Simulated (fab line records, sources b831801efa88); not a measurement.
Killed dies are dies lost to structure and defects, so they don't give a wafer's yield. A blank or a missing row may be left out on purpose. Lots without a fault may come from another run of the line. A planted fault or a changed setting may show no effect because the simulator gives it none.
fab line records | flow sky130
record lots=5 wafers=23
route steps=708 shown LDD_P@261 LDD_HVN@275 LDD_LDN@299 SD_P@326 RES_XHIGH@339 SD_N@345 LI_CONTACT@371 CONTACT@422 METAL2@484 VIA2@514
start_h: hours from the record's first day to the start of the lot's first wafer shown | wait_h: hours since the lot's step before | " the same as in the row above | L1.1+2: a row that stands for several wafers | - no value, or no start given | * or withheld: withheld | < > ~ a bound
route shown NAME@n: a module of which the file shows steps, and the number in the route of the first | usual: mean/standard deviation of fault-free wafers | same: alike in all rows | chamber/n: place in a boat | sites: the reading at each site | _std_site: their standard deviation | _edge_site: outer sites' mean less inner sites' | radius_mm: how far each site lies from the wafer's centre | mask NAME#n: copy n | behind: the tool/chamber that last shaped the wafer | hold: why the lot was held/for how many hours/how that ended | device: the transistor (n, p or np) that didn't switch | end of line: the same wafers' tests at the end of the route | a step without rows: its recipe alone | killed: dies lost to structure and defects at the first sort, not the wafer's yield | map: a wafer's dies, x killed, . not, _ none there
set.NAME: the setting as run; set.NAME@STEP: as run at that earlier step | model.NAME: the simulator's own value behind a step, which no gauge read
lots whose settings were changed on purpose; a table a step, a row a wafer
## steps
# step SKY_LDD_P_DEVELOP_06
# recipe resist=NOVOLAK developer=TMAH develop_time_s=60 dev_temp_c=23
# columns lot.wafer tool chamber start_h wait_h set.dev_temp_c
L074.1+3+6 litho_track-02 0 429.66 0.1 20.9
L074.4+5 " 0 " " 23
L076.1+2+6 litho_track-01 0 451.56 0.1 23
L077.1+4+6 litho_track-01 0 460.86 0.1 24.99
L077.3+5 " 0 " " 23
L081.1+4 litho_track-01 0 506.96 0.1 21.94
L081.2+3+6 " 0 " " 23
L083.1+2+3+4+6 litho_track-01 0 512.36 0.1 23
# step SKY_LDD_P_IMPLANT_09
# recipe species=BF2 energy_kev=25 dose_cm2=9.91e+12 tilt_deg=withheld
# step SKY_LDD_P_STRIP_10
# recipe chemistry=O2/N2 power_w=1400 pressure_mtorr=1500 platen_temp_c=withheld o2_flow_sccm=3000 n2_flow_sccm=300 overash_fraction=0.5
# usual strip_time_to_endpoint_s=14.20/0.048
# columns lot.wafer tool chamber start_h wait_h set.resist_thk_nm@LDD_P_COAT_02 strip_time_to_endpoint_s
L074.1 plasma_asher-01 1 430.12 0.1 1140 14.19
L074.3 " 0 " " 1116 13.91
L074.4 " 1 " " 1116 13.96
L074.5 " 0 " " 1140 14.22
L074.6 " 1 " " 1140 14.23
L076.1 plasma_asher-02 0 452.02 0.1 1140 14.08
L076.2 " 1 " " 1140 14.08
L076.6 " 0 " " 1140 14.09
L077.1 plasma_asher-02 0 461.32 0.1 1140 14.24
L077.3 " 0 " " 1140 14.25
L077.4 " 1 " " 1185 14.75
L077.5 " 0 " " 1185 14.74
L077.6 " 1 " " 1140 14.24
L081.1 plasma_asher-03 0 507.42 0.1 1140 14.21
L081.2 " 1 " " 1140 14.21
L081.3 " 1 " " 1140 14.20
L081.4 " 0 " " 1140 14.16
L081.6 " 0 " " 1140 14.19
L083.1 plasma_asher-03 1 512.82 0.1 1140 14.24
L083.2 " 0 " " 1203 14.97
L083.3 " 0 " " 1140 14.22
L083.4 " 1 " " 1203 14.96
L083.6 " 0 " " 1140 14.24
# step SKY_LDD_HVN_IMPLANT_08
# recipe species=P energy_kev=60 dose_cm2=3e+13 tilt_deg=40
# columns lot.wafer tool chamber start_h wait_h set.energy_kev model.implant.rp_nm model.implant.drp_nm
L074.1+6 implanter-04 0 461.62 0.0 58.26 55.33 27.45
L074.3+4+5 " 0 " " 60 57.01 28.15
L076.1+2+6 implanter-04 0 483.27 0.0 60 54.99 28.15
L077.1+4+5 implanter-03 0 492.92 0.0 60 55.45 28.15
L077.3+6 " 0 " " 58.27 53.83 27.45
L081.1+3+6 implanter-04 0 538.37 0.0 61.5 57.79 28.76
L081.2+4 " 0 " " 60 56.35 28.15
L083.1+4 implanter-04 0 544.40 0.0 60 56.11 28.15
L083.2+3+6 " 0 " " 57.48 53.71 27.14
# step SKY_LDD_LDN_IMPLANT_10
# recipe species=As energy_kev=15 dose_cm2=1.25e+13 tilt_deg=withheld rotation_deg=203
# columns lot.wafer tool chamber start_h wait_h set.energy_kev model.implant.drp_nm model.implant.rp_nm
L074.1+5 implanter-01 0 525.07 0.1 15 5.933 12.91
L074.3+4+6 " 0 " " 14.59 5.821 12.85
L076.1+2+6 implanter-03 0 546.21 0.1 15 5.933 13.08
L077.1+3+4 implanter-01 0 555.47 0.1 14.16 5.702 12.89
L077.5+6 " 0 " " 15 5.933 13
L081.1+2+3+4+6 implanter-03 0 598.51 0.1 15 5.933 12.93
L083.1+6 implanter-03 0 604.87 0.1 15.8 6.143 13.51
L083.2+3+4 " 0 " " 15 5.933 13.02
# step SKY_SD_P_DEVELOP_06
# recipe resist=NOVOLAK developer=TMAH develop_time_s=60 dev_temp_c=23
# columns lot.wafer tool chamber start_h wait_h set.develop_time_s
L074.1+4+5 litho_track-03 0 587.69 0.1 65.85
L074.3+6 " 0 " " 60
L076.1+2+6 litho_track-01 0 607.81 0.1 60
L077.1+3+5 litho_track-01 0 616.11 0.1 53.26
L077.4+6 " 0 " " 60
L081.1+3 litho_track-03 0 658.49 0.1 60
L081.2+4+6 " 0 " " 66.55
L083.1+2 litho_track-02 0 664.61 0.1 54.95
L083.3+4+6 " 0 " " 60
# step SKY_SD_P_CD_MEAS_07
# recipe target_cd_nm=380
# usual cd_nm=380.6/2.4
# columns lot.wafer tool chamber start_h wait_h set.develop_time_s@SD_P_DEVELOP_06 cd_nm
L074.1 cd_sem-01 - 587.84 0.1 65.85 391.4
L074.3 " - " " 60 381.3
L074.4 " - " " 65.85 391.1
L074.5 " - " " 65.85 392.1
L074.6 " - " " 60 381.2
L076.1 cd_sem-02 - 607.96 0.1 60 380.8
L076.2 " - " " 60 377.7
L076.6 " - " " 60 381.5
L077.1 cd_sem-02 - 616.26 0.1 53.26 369.6
L077.3 " - " " 53.26 370.9
L077.4 " - " " 60 377.4
L077.5 " - " " 53.26 370.7
L077.6 " - " " 60 383.8
L081.1 cd_sem-01 - 658.64 0.1 60 382.7
L081.2 " - " " 66.55 392.2
L081.3 " - " " 60 383.7
L081.4 " - " " 66.55 394.8
L081.6 " - " " 66.55 393.5
L083.1 cd_sem-01 - 664.76 0.1 54.95 373.8
L083.2 " - " " 54.95 376.4
L083.3 " - " " 60 382.1
L083.4 " - " " 60 380.8
L083.6 " - " " 60 383.6
# step SKY_RES_XHIGH_IMPLANT_07
# recipe species=BF2 energy_kev=20 dose_cm2=3.6e+14 tilt_deg=0
# columns lot.wafer tool chamber start_h wait_h set.dose_cm2
L074.1+5+6 implanter-03 0 617.79 0.1 3.6e+14
L074.3+4 " 0 " " 3.781e+14
L076.1+2+6 implanter-02 0 638.02 0.1 3.6e+14
L077.1+3 implanter-03 0 645.52 0.1 3.502e+14
L077.4+5+6 " 0 " " 3.6e+14
L081.1+4 implanter-02 0 686.69 0.1 3.498e+14
L081.2+3+6 " 0 " " 3.6e+14
L083.1+4+6 implanter-02 0 692.67 0.1 3.6e+14
L083.2+3 " 0 " " 3.672e+14
# step SKY_RES_XHIGH_STRIP_08
# recipe chemistry=O2/N2 power_w=1400 pressure_mtorr=1500 platen_temp_c=withheld o2_flow_sccm=3000 n2_flow_sccm=300 overash_fraction=0.5
# step SKY_RES_XHIGH_TW_MEAS_09
# usual RES_XHIGH_TW=1630/10
# columns lot.wafer tool chamber start_h wait_h set.dose_cm2@RES_XHIGH_IMPLANT_07 RES_XHIGH_TW
L074.1 film_metro-01 - 618.04 0.1 3.6e+14 1629
L074.3 " - " " 3.781e+14 1655
L074.4 " - " " 3.781e+14 1657
L074.5 " - " " 3.6e+14 1629
L074.6 " - " " 3.6e+14 1630
L076.1 film_metro-01 - 638.27 0.1 3.6e+14 1643
L076.2 " - " " 3.6e+14 1636
L076.6 " - " " 3.6e+14 1628
L077.1 film_metro-01 - 645.77 0.1 3.502e+14 1621
L077.3 " - " " 3.502e+14 1617
L077.4 " - " " 3.6e+14 1627
L077.5 " - " " 3.6e+14 1639
L077.6 " - " " 3.6e+14 1641
L081.1 film_metro-02 - 686.94 0.1 3.498e+14 1608
L081.2 " - " " 3.6e+14 1622
L081.3 " - " " 3.6e+14 1615
L081.4 " - " " 3.498e+14 1610
L081.6 " - " " 3.6e+14 1619
L083.1 film_metro-02 - 692.92 0.1 3.6e+14 1618
L083.2 " - " " 3.672e+14 1622
L083.3 " - " " 3.672e+14 1624
L083.4 " - " " 3.6e+14 1622
L083.6 " - " " 3.6e+14 1621
# step SKY_SD_N_SOFTBAKE_03
# recipe temp_c=90 time_s=60 resist=NOVOLAK
# columns lot.wafer tool chamber start_h wait_h set.temp_c model.NOVOLAK_of_SD_N_COAT_02.thk_nm
L074.1 litho_track-01 0 632.66 0.1 90 1135
L074.3 " 0 " " 90 1138
L074.4 " 0 " " 92.86 1131
L074.5 " 0 " " 92.86 1130
L074.6 " 0 " " 90 1139
L076.1 litho_track-03 0 652.39 0.1 90 1142
L076.2 " 0 " " 90 1141
L076.6 " 0 " " 90 1139
L077.1 litho_track-03 0 659.89 0.1 93.63 1130
L077.3 " 0 " " 90 1137
L077.4 " 0 " " 90 1139
L077.5+6 " 0 " " 93.63 1125
L081.1 litho_track-01 0 700.91 0.1 90 1140
L081.2 " 0 " " 90 1132
L081.3 " 0 " " 93.29 1124
L081.4 " 0 " " 93.29 1125
L081.6 " 0 " " 93.29 1128
L083.1+3+6 litho_track-04 0 706.67 0.1 90 1143
L083.2+4 " 0 " " 90 1141
# step SKY_SD_N_EXPOSE_04
# recipe mask_id=NSDM na=0.6 source_shape=conventional sigma_outer=0.6 polarization=unpolarized target_cd_nm=380 dose_mj=141
# step SKY_SD_N_PEB_05
# recipe temp_c=withheld time_s=* resist=NOVOLAK
# step SKY_SD_N_IMPLANT_09
# recipe species=As energy_kev=50.68 dose_cm2=4e+15 tilt_deg=0
# step SKY_SD_N_IMPLANT_10
# recipe species=P energy_kev=20 dose_cm2=1e+14 tilt_deg=0
# step SKY_SD_N_STRIP_11
# recipe chemistry=O2/N2 power_w=1400 pressure_mtorr=1500 platen_temp_c=withheld o2_flow_sccm=3000 n2_flow_sccm=300 overash_fraction=0.5
# usual strip_time_to_endpoint_s=22.64/0.034
# columns lot.wafer tool chamber start_h wait_h set.temp_c@SD_N_SOFTBAKE_03 strip_time_to_endpoint_s
L074.1 plasma_asher-02 0 647.53 0.1 90 22.61
L074.3 " 0 " " 90 22.63
L074.4 " 1 " " 92.86 22.56
L074.5 " 0 " " 92.86 22.52
L074.6 " 1 " " 90 22.65
L076.1 plasma_asher-03 1 667.48 0.1 90 22.66
L076.2 " 0 " " 90 22.67
L076.6 " 1 " " 90 22.66
L077.1 plasma_asher-03 1 674.54 0.1 93.63 22.56
L077.3 " 0 " " 90 22.63
L077.4 " 1 " " 90 22.66
L077.5 " 1 " " 93.63 22.50
L077.6 " 0 " " 93.63 22.48
L081.1 plasma_asher-03 0 715.12 0.1 90 22.63
L081.2 " 1 " " 90 22.53
L081.3 " 0 " " 93.29 22.46
L081.4 " 1 " " 93.29 22.46
L081.6 " 0 " " 93.29 22.50
L083.1 plasma_asher-02 0 720.58 0.1 90 22.68
L083.2 " 1 " " 90 22.63
L083.3 " 0 " " 90 22.68
L083.4 " 1 " " 90 22.64
L083.6 " 0 " " 90 22.69
# step SKY_SD_N_CLEAN_13
# recipe chemistry=SC1/SC2 mix=1:4:20 temp_c=70 time_s=150 dry=n2_spin
# step SKY_SD_N_RS_MEAS_18
# recipe thk_meas_gauge=four-point-probe
# usual RES_XHIGH_RS=333.3/1.3
# columns lot.wafer tool chamber start_h wait_h set.dose_cm2@RES_XHIGH_IMPLANT_07 RES_XHIGH_RS[ohm/sq]
L074.1 film_metro-01 - 648.16 0.1 3.6e+14 332.2
L074.3 " - " " 3.781e+14 317.0
L074.4 " - " " 3.781e+14 317.5
L074.5 " - " " 3.6e+14 330.5
L074.6 " - " " 3.6e+14 331.5
L076.1 film_metro-01 - 668.20 0.1 3.6e+14 333.7
L076.2 " - " " 3.6e+14 333.3
L076.6 " - " " 3.6e+14 334.7
L077.1 film_metro-01 - 675.16 0.1 3.502e+14 341.3
L077.3 " - " " 3.502e+14 340.3
L077.4 " - " " 3.6e+14 333.3
L077.5 " - " " 3.6e+14 335.0
L077.6 " - " " 3.6e+14 334.1
L081.1 film_metro-04 - 715.74 0.1 3.498e+14 340.6
L081.2 " - " " 3.6e+14 334.9
L081.3 " - " " 3.6e+14 333.2
L081.4 " - " " 3.498e+14 340.6
L081.6 " - " " 3.6e+14 333.4
L083.1 film_metro-02 - 721.20 0.1 3.6e+14 332.5
L083.2 " - " " 3.672e+14 327.9
L083.3 " - " " 3.672e+14 327.9
L083.4 " - " " 3.6e+14 334.2
L083.6 " - " " 3.6e+14 335.5
# step SKY_LI_CONTACT_EXPOSE_09
# recipe mask_id=LICM1 na=0.8 source_shape=annular sigma_inner=0.55 sigma_outer=0.85 target_cd_nm=170 dose_mj=38
# columns lot.wafer tool chamber start_h wait_h mask set.dose_mj
L074.1+6 krf_scanner-02 0 - - LICM1#0 37.14
L074.3+4+5 " 0 " " LICM1#0 38
L076.1+2+6 krf_scanner-01 0 - - LICM1#0 38
L077.1+3+4 krf_scanner-02 0 - - LICM1#0 38
L077.5+6 " 0 " " LICM1#0 40.14
L081.1+2+3+4+6 krf_scanner-01 0 - - LICM1#0 38
L083.1+4 krf_scanner-02 0 - - LICM1#0 35.6
L083.2+3+6 " 0 " " LICM1#0 38
# step SKY_LI_CONTACT_PEB_10
# recipe peb_temp_c=withheld peb_time_s=withheld resist=KrF-thick
# step SKY_LI_CONTACT_DEVELOP_11
# recipe develop_time_s=60 resist=KrF-thick dev_temp_c=21
# step SKY_LI_CONTACT_CD_MEAS_12
# recipe target_cd_nm=170
# usual cd_nm=170.2/1.3
# columns lot.wafer tool chamber start_h wait_h set.dose_mj@LI_CONTACT_EXPOSE_09 cd_nm
L074.1 cd_sem-02 - 677.47 - 37.14 166.1
L074.3 " - " " 38 169.5
L074.4 " - " " 38 170.6
L074.5 " - " " 38 169.4
L074.6 " - " " 37.14 165.4
L076.1 cd_sem-02 - 696.96 - 38 169.3
L076.2 " - " " 38 169.8
L076.6 " - " " 38 170.5
L077.1 cd_sem-02 - 703.46 - 38 171.9
L077.3 " - " " 38 171.3
L077.4 " - " " 38 171.9
L077.5 " - " " 40.14 180.6
L077.6 " - " " 40.14 181.0
L081.1 cd_sem-02 - 743.76 - 38 170.0
L081.2 " - " " 38 169.1
L081.3 " - " " 38 170.8
L081.4 " - " " 38 168.2
L081.6 " - " " 38 168.7
L083.1 cd_sem-02 - 748.76 - 35.6 155.1
L083.2 " - " " 38 167.5
L083.3 " - " " 38 169.3
L083.4 " - " " 35.6 157.4
L083.6 " - " " 38 167.4
# step SKY_LI_CONTACT_ETCH_14
# recipe chemistry=N2/H2 target=BARC ion_energy_ev=200 source_w=500 bias_w=100 pressure_mtorr=30 n2_flow_sccm=100 h2_flow_sccm=200 stop_on=SiO2 time_s=45.9 target_depth_a=600
# columns lot.wafer tool chamber start_h wait_h set.ion_energy_ev set.dose_mj@LI_CONTACT_EXPOSE_09 model.LI_CONTACT.cd_nm
L074.1 rie_diel-02 1 677.63 0.0 200 37.14 167.1
L074.3 " 2 " " 200 38 169.7
L074.4 " 3 " " 200 38 170.7
L074.5 " 0 " " 200 38 170.1
L074.6 " 1 " " 200 37.14 166.4
L076.1 rie_diel-03 3 697.12 0.0 200 38 169.9
L076.2 " 1 " " 200 38 170.6
L076.6 " 1 " " 200 38 171.6
L077.1 rie_diel-01 1 703.62 0.0 176.1 38 172.6
L077.3 " 2 " " 200 38 172
L077.4 " 3 " " 176.1 38 172.7
L077.5 " 0 " " 176.1 40.14 181.6
L077.6 " 3 " " 200 40.14 182
L081.1 rie_diel-03 2 743.92 0.0 217.1 38 169.6
L081.2 " 1 " " 200 38 170.7
L081.3 " 0 " " 217.1 38 171
L081.4 " 3 " " 217.1 38 168
L081.6 " 2 " " 200 38 168.7
L083.1 rie_diel-01 3 748.92 0.0 208.6 35.6 155.4
L083.2 " 0 " " 208.6 38 168.2
L083.3 " 1 " " 200 38 170.5
L083.4 " 2 " " 208.6 35.6 157.1
L083.6 " 2 " " 200 38 166.9
# step SKY_CONTACT_ETCH_16
# recipe chemistry=N2/H2 target=BARC ion_energy_ev=200 source_w=500 bias_w=100 pressure_mtorr=30 n2_flow_sccm=100 h2_flow_sccm=200 stop_on=SiO2 time_s=45.9 target_depth_a=600
# usual oes_product_au=0.855/0.0052
# columns lot.wafer tool chamber start_h wait_h set.time_s oes_product_au model.KrF-thick_of_CONTACT_COAT_09.thk_nm
L074.1 rie_diel-01 3 735.33 0.0 45.9 0.855 388.2
L074.3 " 1 " " 45.9 0.850 390.9
L074.4 " 1 " " 43.93 0.886 393.6
L074.5 " 3 " " 43.93 0.877 391.6
L074.6 " 0 " " 43.93 0.870 393.7
L076.1 rie_diel-02 3 754.72 0.0 45.9 0.857 391.1
L076.2 " 0 " " 45.9 0.857 389
L076.6 " 3 " " 45.9 0.869 391.3
L077.1 rie_diel-04 2 761.47 0.0 45.9 0.862 390.9
L077.3 " 1 " " 45.9 0.856 390.4
L077.4 " 3 " " 41.63 0.902 394.5
L077.5 " 2 " " 41.63 0.907 394.5
L077.6 " 1 " " 45.9 0.856 390.1
L081.1 rie_diel-02 3 801.03 0.0 42.29 0.903 396.3
L081.2 " 2 " " 42.29 0.889 396.9
L081.3 " 1 " " 45.9 0.854 393.4
L081.4 " 1 " " 45.9 0.854 392.4
L081.6 " 3 " " 45.9 0.856 392.5
L083.1 rie_diel-04 1 805.64 0.0 49.45 0.833 388
L083.2 " 0 " " 45.9 0.847 391.5
L083.3 " 2 " " 49.45 0.835 389
L083.4 " 3 " " 49.45 0.841 389.5
L083.6 " 2 " " 45.9 0.854 393.2
# step SKY_CONTACT_CMP_27
# recipe stop_on=SiO2 t_overpolish_s=15 down_force_psi=3.5 platen_rpm=60 target_thk_nm=0 pad_velocity_m_s=0.94248
# usual overpolish_run_s=14.998/0.0094
# columns lot.wafer tool chamber start_h wait_h set.t_overpolish_s overpolish_run_s
L074.4 cmp-02 3 736.41 0.0 15 15.005
L074.3 " 0 " " 15 15.008
L074.1 " 2 " " 15 15.010
L074.6 " 3 " " 15 14.989
L074.5 " 0 " " 15 14.985
L076.2 cmp-02 0 755.89 0.1 15 15.000
L076.1 " 1 " " 15 15.016
L076.6 " 2 " " 15 14.990
L077.3 cmp-02 3 762.54 0.0 15 15.005
L077.1 " 1 " " 13.49 13.486
L077.4 " 2 " " 15 14.980
L077.6 " 3 " " 15 15.004
L077.5 " 0 " " 13.49 13.494
L081.1 cmp-02 3 802.15 0.1 15 14.983
L081.3 " 0 " " 15 15.011
L081.2 " 1 " " 11.43 11.435
L081.4 " 2 " " 11.43 11.449
L081.6 " 3 " " 11.43 11.420
L083.4 cmp-02 3 806.73 0.0 15 15.004
L083.1 " 0 " " 12.52 12.519
L083.2 " 1 " " 12.52 12.522
L083.3 " 2 " " 15 14.995
L083.6 " 0 " " 12.52 12.514
# step SKY_METAL2_SPUTTER_01
# recipe material=TiN target_thk_nm=20 power_w=6500 time_s=16.7 chamber_pressure_pa=0.4
# columns lot.wafer tool chamber start_h wait_h set.time_s model.TiN_of_METAL2_SPUTTER_01.thk_nm
L074.1 pvd_sputter-02 - 793.37 0.0 16.7 20.32
L074.3 " - " " 15.69 19.19
L074.4 " - " " 16.7 20.11
L074.5 " - " " 16.7 20
L074.6 " - " " 15.69 19.21
L076.1 pvd_sputter-01 - 812.91 0.0 16.7 20.53
L076.2 " - " " 16.7 19.12
L076.6 " - " " 16.7 20.43
L077.1 pvd_sputter-01 - 820.85 0.0 16.7 20.24
L077.3 " - " " 18.08 22.26
L077.4 " - " " 18.08 22.74
L077.5 " - " " 18.08 22.24
L077.6 " - " " 16.7 20.2
L081.1 pvd_sputter-01 - 857.70 0.0 19.14 23.45
L081.2 " - " " 19.14 23.17
L081.3 " - " " 16.7 20.02
L081.4 " - " " 19.14 22.23
L081.6 " - " " 16.7 20.37
L083.1 pvd_sputter-02 - 861.92 0.0 16.7 19.63
L083.2 " - " " 16.7 19.59
L083.3 " - " " 16.7 20.05
L083.4 " - " " 16.7 19.94
L083.6 " - " " 16.7 19.84
# step SKY_VIA2_COAT_07
# recipe resist=KrF-thick spin_rpm=3000 resist_thk_nm=450
# columns lot.wafer tool chamber start_h wait_h set.spin_rpm model.KrF-thick_of_VIA2_COAT_07.thk_nm
L074.1 litho_track-03 0 - - 2793 462.6
L074.3 " 0 " " 3000 448.1
L074.4 " 0 " " 3000 445.3
L074.5 " 0 " " 3000 446.8
L074.6 " 0 " " 2793 464.6
L076.1 litho_track-03 0 - - 3000 446.2
L076.2 " 0 " " 3000 448.9
L076.6 " 0 " " 3000 448.7
L077.1 litho_track-04 0 - - 3000 448.8
L077.3+5 " 0 " " 3000 449.7
L077.4 " 0 " " 3000 448
L077.6 " 0 " " 3000 448.7
L081.1 litho_track-02 0 - - 3216 433.8
L081.2 " 0 " " 3216 433.5
L081.3 " 0 " " 3216 434.3
L081.4 " 0 " " 3000 448.4
L081.6 " 0 " " 3000 448.8
L083.1 litho_track-04 0 - - 3000 447.6
L083.2 " 0 " " 3000 447.4
L083.3 " 0 " " 3000 448.9
L083.4 " 0 " " 2887 457.1
L083.6 " 0 " " 2887 456.7
## key
split step=SKY_LDD_P_DEVELOP_06 setting=dev_temp_c stated=23 by=wafer
response none clear
split step=SKY_LDD_HVN_IMPLANT_08 setting=energy_kev stated=60 by=wafer
response step=SKY_LDD_HVN_IMPLANT_08 reading=model.implant.rp_nm change=+0.572 per=1% r=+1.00
response step=SKY_LDD_HVN_IMPLANT_08 reading=model.implant.drp_nm change=+0.241 per=1% r=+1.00
split step=SKY_LDD_LDN_IMPLANT_10 setting=energy_kev stated=15 by=wafer
response step=SKY_LDD_LDN_IMPLANT_10 reading=model.implant.drp_nm change=+0.0405 per=1% r=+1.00
response step=SKY_LDD_LDN_IMPLANT_10 reading=model.implant.rp_nm shape=bent at_lowest=12.89 at_stated=12.99 at_highest=13.51
split step=SKY_SD_P_DEVELOP_06 setting=develop_time_s stated=60 by=wafer
response step=SKY_SD_P_CD_MEAS_07 reading=cd_nm change=+0.942 per=1% r=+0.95
split step=SKY_RES_XHIGH_IMPLANT_07 setting=dose_cm2 stated=3.6e+14 by=wafer
response step=SKY_RES_XHIGH_TW_MEAS_09 reading=RES_XHIGH_TW change=+4.78 per=1% r=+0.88
response step=SKY_SD_N_RS_MEAS_18 reading=RES_XHIGH_RS change=-2.7 per=1% r=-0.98
split step=SKY_SD_N_SOFTBAKE_03 setting=temp_c stated=90 by=wafer
response step=SKY_SD_N_SOFTBAKE_03 reading=model.NOVOLAK_of_SD_N_COAT_02.thk_nm change=-2.65 per=1% r=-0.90
response step=SKY_SD_N_STRIP_11 reading=strip_time_to_endpoint_s change=* per=1% r=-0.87
split step=SKY_LI_CONTACT_EXPOSE_09 setting=dose_mj stated=38 by=wafer
response step=SKY_LI_CONTACT_CD_MEAS_12 reading=cd_nm change=+1.76 per=1% r=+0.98
response step=SKY_LI_CONTACT_ETCH_14 reading=model.LI_CONTACT.cd_nm change=+1.8 per=1% r=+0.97
split step=SKY_LI_CONTACT_ETCH_14 setting=ion_energy_ev stated=200 by=wafer
response none clear
split step=SKY_CONTACT_ETCH_16 setting=time_s stated=45.9 by=wafer
response step=SKY_CONTACT_ETCH_16 reading=oes_product_au change=-0.00429 per=1% r=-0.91
response step=SKY_CONTACT_ETCH_16 reading=model.KrF-thick_of_CONTACT_COAT_09.thk_nm change=-0.484 per=1% r=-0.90
split step=SKY_CONTACT_CMP_27 setting=t_overpolish_s stated=15 by=wafer
response step=SKY_CONTACT_CMP_27 reading=overpolish_run_s change=+0.15 per=1% r=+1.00
split step=SKY_METAL2_SPUTTER_01 setting=time_s stated=16.7 by=wafer
response step=SKY_METAL2_SPUTTER_01 reading=model.TiN_of_METAL2_SPUTTER_01.thk_nm change=+0.201 per=1% r=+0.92
split step=SKY_VIA2_COAT_07 setting=spin_rpm stated=3000 by=wafer
response step=SKY_VIA2_COAT_07 reading=model.KrF-thick_of_VIA2_COAT_07.thk_nm change=-2.26 per=1% r=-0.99
split outside_this_file step=SKY_LDD_P_COAT_02 setting=resist_thk_nm
# split outside_this_file: this setting was split too, and the file shows its column; the key of that split is in another file
